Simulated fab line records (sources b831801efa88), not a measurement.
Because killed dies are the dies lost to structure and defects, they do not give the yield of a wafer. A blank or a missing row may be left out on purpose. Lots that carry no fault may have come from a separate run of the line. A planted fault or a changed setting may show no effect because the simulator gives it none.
The tool behind it: which one? :: flow sky130 :: 13 lots with 39 wafers sampled at 3 steps, on a route of 708 steps

WHAT EACH GAUGE READ, for each wafer
SKY_VIA4_THK_MEAS_01. Usual: for VIA4_HDPCVD_THK the level is 1751 nm and the standard deviation is 21.
lot: L396
measured: day 41 07:36
on: filmMetro-03
VIA4_HDPCVD_THK (nm): 1744 1763 1773
flag: 

lot: L397
measured: day 41 19:41
on: filmMetro-02
VIA4_HDPCVD_THK (nm): 1750 1773 1747
flag: 

lot: L398
measured: day 41 17:14
on: filmMetro-02
VIA4_HDPCVD_THK (nm): 1739 1715 1731
flag: 

lot: L404
measured: day 43 19:09
on: filmMetro-01
VIA4_HDPCVD_THK (nm): 1740 1749 1734
flag: 

lot: L406
measured: day 44 10:55
on: filmMetro-03
VIA4_HDPCVD_THK (nm): 1737 1736 1734
flag: 

lot: L407
measured: day 44 16:42
on: filmMetro-03
VIA4_HDPCVD_THK (nm): 1734 1747 1775
flag: 

lot: L409
measured: day 45 05:21
on: filmMetro-01
VIA4_HDPCVD_THK (nm): 1734 1724 1739
flag: 

lot: L410
measured: day 45 10:17
on: filmMetro-03
VIA4_HDPCVD_THK (nm): 1751 1736 1742
flag: 

lot: L413
measured: day 46 20:31
on: filmMetro-01
VIA4_HDPCVD_THK (nm): 1728 1719 1729
flag: 

lot: L415
measured: day 47 05:18
on: filmMetro-01
VIA4_HDPCVD_THK (nm): 1742 1768 1755
flag: 

lot: L417
measured: day 47 16:48
on: filmMetro-03
VIA4_HDPCVD_THK (nm): 1719 1721 1756
flag: 

lot: L416
measured: day 47 17:49
on: filmMetro-02
VIA4_HDPCVD_THK (nm): 1751 1770 1770
flag: 

lot: L419
measured: day 48 22:37
on: filmMetro-03
VIA4_HDPCVD_THK (nm): 1759 1783 1761
flag: 

SKY_VIA4_BOW_MEAS_03. Usual: for VIA4_BOW the level is 78 um and the standard deviation is 9.1.
lot: L396
measured: day 41 07:58
on: filmMetro-03
VIA4_BOW (um): 92 91 86
flag: 

lot: L397
measured: day 41 20:03
on: filmMetro-02
VIA4_BOW (um): 76 75 78
flag: 

lot: L398
measured: day 41 17:37
on: filmMetro-03
VIA4_BOW (um): 89 79 89
flag: 

lot: L404
measured: day 43 19:31
on: filmMetro-02
VIA4_BOW (um): 67 82 93
flag: 

lot: L406
measured: day 44 11:17
on: filmMetro-01
VIA4_BOW (um): 73 64 68
flag: 

lot: L407
measured: day 44 17:04
on: filmMetro-02
VIA4_BOW (um): 76 78 82
flag: 

lot: L409
measured: day 45 05:44
on: filmMetro-03
VIA4_BOW (um): 62 59 57
flag: 

lot: L410
measured: day 45 10:40
on: filmMetro-02
VIA4_BOW (um): 82 77 76
flag: 

lot: L413
measured: day 46 20:53
on: filmMetro-02
VIA4_BOW (um): 78 82 79
flag: 

lot: L415
measured: day 47 05:41
on: filmMetro-02
VIA4_BOW (um): 80 84 75
flag: 

lot: L417
measured: day 47 17:10
on: filmMetro-01
VIA4_BOW (um): 87 85 96
flag: 

lot: L416
measured: day 47 18:11
on: filmMetro-02
VIA4_BOW (um): 68 69 73
flag: 

lot: L419
measured: day 48 22:58
on: filmMetro-02
VIA4_BOW (um): 68 77 71
flag: 

WHAT TOOL EACH LOT RAN ON (gives the tool, then ch and the chambers of the sampled wafers, and finally the start)
lot: L396
SKY_VT_ADJUST_NCORE_STRIP_10: plasmaAsher-01 ch 0,1, day 8 07:22

lot: L397
SKY_VT_ADJUST_NCORE_STRIP_10: plasmaAsher-01 ch 0,1, day 8 17:19

lot: L398
SKY_VT_ADJUST_NCORE_STRIP_10: plasmaAsher-01 ch 0,1, day 8 19:32

lot: L404
SKY_VT_ADJUST_NCORE_STRIP_10: plasmaAsher-02 ch 0,1, day 10 14:12

lot: L406
SKY_VT_ADJUST_NCORE_STRIP_10: plasmaAsher-01 ch 0,1, day 11 06:00

lot: L407
SKY_VT_ADJUST_NCORE_STRIP_10: plasmaAsher-01 ch 0,1, day 11 14:04

lot: L409
SKY_VT_ADJUST_NCORE_STRIP_10: plasmaAsher-02 ch 0,1, day 12 02:56

lot: L410
SKY_VT_ADJUST_NCORE_STRIP_10: plasmaAsher-02 ch 0,1, day 12 10:01

lot: L413
SKY_VT_ADJUST_NCORE_STRIP_10: plasmaAsher-01 ch 0,1, day 13 21:19

lot: L415
SKY_VT_ADJUST_NCORE_STRIP_10: plasmaAsher-03 ch 0,1, day 14 13:56

lot: L417
SKY_VT_ADJUST_NCORE_STRIP_10: plasmaAsher-02 ch 0,1, day 15 02:37

lot: L416
SKY_VT_ADJUST_NCORE_STRIP_10: plasmaAsher-03 ch 0,1, day 15 02:55

lot: L419
SKY_VT_ADJUST_NCORE_STRIP_10: plasmaAsher-02 ch 0,1, day 17 02:39
- SKY_VT_ADJUST_NCORE_STRIP_10: strips in O2/N2.

AS READ BY THE TOOLS THEMSELVES (means over the sampled wafers that have a number; for cases with no such wafer, the mark the record gives instead)
SKY_VT_ADJUST_NCORE_STRIP_10. Usual: drypumpMotorCurrentA 5.9 A, standard deviation 0.4; oesProductAu 0.715 a.u., standard deviation 0.0048; stripTimeToEndpointS 14.19 s, standard deviation 0.036.
lot: L396
tool: plasmaAsher-01
drypumpMotorCurrentA (A): 6.0
oesProductAu (a.u.): 0.716
stripTimeToEndpointS (s): 14.16
flag: 

lot: L397
tool: plasmaAsher-01
drypumpMotorCurrentA (A): 6.4
oesProductAu (a.u.): 0.716
stripTimeToEndpointS (s): 14.19
flag: 

lot: L398
tool: plasmaAsher-01
drypumpMotorCurrentA (A): 6.0
oesProductAu (a.u.): 0.712
stripTimeToEndpointS (s): 14.21
flag: 

lot: L404
tool: plasmaAsher-02
drypumpMotorCurrentA (A): 5.9
oesProductAu (a.u.): 0.719
stripTimeToEndpointS (s): 14.18
flag: 

lot: L406
tool: plasmaAsher-01
drypumpMotorCurrentA (A): 6.0
oesProductAu (a.u.): 0.718
stripTimeToEndpointS (s): 14.19
flag: 

lot: L407
tool: plasmaAsher-01
drypumpMotorCurrentA (A): 6.0
oesProductAu (a.u.): 0.716
stripTimeToEndpointS (s): 14.13
flag: 

lot: L409
tool: plasmaAsher-02
drypumpMotorCurrentA (A): 5.9
oesProductAu (a.u.): 0.712
stripTimeToEndpointS (s): 14.16
flag: 

lot: L410
tool: plasmaAsher-02
drypumpMotorCurrentA (A): 5.8
oesProductAu (a.u.): 0.720
stripTimeToEndpointS (s): 14.16
flag: 

lot: L413
tool: plasmaAsher-01
drypumpMotorCurrentA (A): 6.0
oesProductAu (a.u.): 0.709
stripTimeToEndpointS (s): 14.19
flag: 

lot: L415
tool: plasmaAsher-03
drypumpMotorCurrentA (A): 5.5
oesProductAu (a.u.): 0.720
stripTimeToEndpointS (s): 14.16
flag: 

lot: L417
tool: plasmaAsher-02
drypumpMotorCurrentA (A): 5.9
oesProductAu (a.u.): 0.718
stripTimeToEndpointS (s): 14.23
flag: 

lot: L416
tool: plasmaAsher-03
drypumpMotorCurrentA (A): 5.6
oesProductAu (a.u.): 0.720
stripTimeToEndpointS (s): 14.22
flag: 

lot: L419
tool: plasmaAsher-02
drypumpMotorCurrentA (A): 5.9
oesProductAu (a.u.): 0.714
stripTimeToEndpointS (s): 14.15
flag: 

THE ANSWER, worked out from the rows above alone
Rule: a lot counts as off when the mean over its wafers that have a number is more than 3 standard deviations away from the usual mean. A lot without any number at a reading at which 4 lots or more have one is off too. Any other lot the step has rows for is counted as sound. First the gauges in route order, then the tools' own readings, where a lot's mean is used as printed above. The first step at which some lot is off is used, and at that step the reading that is off furthest; a lot without a number counts as furthest.
No lot is off at any reading shown: from this, nothing can be told.

WHAT WAS PUT IN BY THE SIMULATOR
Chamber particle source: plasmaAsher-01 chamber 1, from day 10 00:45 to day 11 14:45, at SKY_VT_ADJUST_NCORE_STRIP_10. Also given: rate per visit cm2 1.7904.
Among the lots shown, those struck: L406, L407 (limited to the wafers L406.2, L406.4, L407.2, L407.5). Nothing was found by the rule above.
